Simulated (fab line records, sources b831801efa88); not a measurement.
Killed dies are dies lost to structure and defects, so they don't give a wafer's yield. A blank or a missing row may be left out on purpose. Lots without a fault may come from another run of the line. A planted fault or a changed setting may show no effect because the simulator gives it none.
Chamber matching | flow sky130 | SKY_CAP2M_CVD_00 on pecvd-04: 3 sister chambers
The step deposits SiO2, target thk 15.5 nm. 6 wafers are shown with their chamber, then 8 later ones without.

WAFERS WITH THEIR CHAMBER
wafer  | chamber | heater_power_w (W)
L080.5 | 1       | 643
L086.4 | 1       | 711
L086.6 | 0       | 691
L092.4 | 2       | 698
L092.5 | 0       | 657
L093.2 | 2       | 812

WAFERS WITHOUT THEIR CHAMBER
wafer  | heater_power_w (W)
L093.4 | 627
L093.6 | 780
L094.2 | 667
L094.5 | 786
L094.6 | 640
L096.3 | 766
L096.4 | 774
L096.6 | 771

WHICH CHAMBER EACH WENT THROUGH
wafer  | from the rows above          | in truth
L093.4 | can't be placed: 0 or 1 or 2 | 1
L093.6 | can't be placed: 2 or 1 or 0 | 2
L094.2 | can't be placed: 0 or 1 or 2 | 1
L094.5 | can't be placed: 2 or 1 or 0 | 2
L094.6 | can't be placed: 0 or 1 or 2 | 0
L096.3 | can't be placed: 2 or 1 or 0 | 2
L096.4 | can't be placed: 2 or 1 or 0 | 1
L096.6 | can't be placed: 2 or 1 or 0 | 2
Placed correctly: 0 of 8. Can't be placed from these rows: 8 (the true chamber is among the candidates in 8). Placed wrongly: 0.
How it was worked out, from the rows above alone: a wafer's distance from a chamber is the root of the sum, over the readings, of the square of ((its reading less the chamber's mean) divided by the reading's scatter). The wafer belongs to the nearest chamber; if the next one is less than 2 further off, it can't be placed. A chamber's mean is the mean of its shown wafers. The scatter: the root of (the sum of the squares of (reading less its chamber's mean) over the shown wafers, divided by (wafers less chambers)).
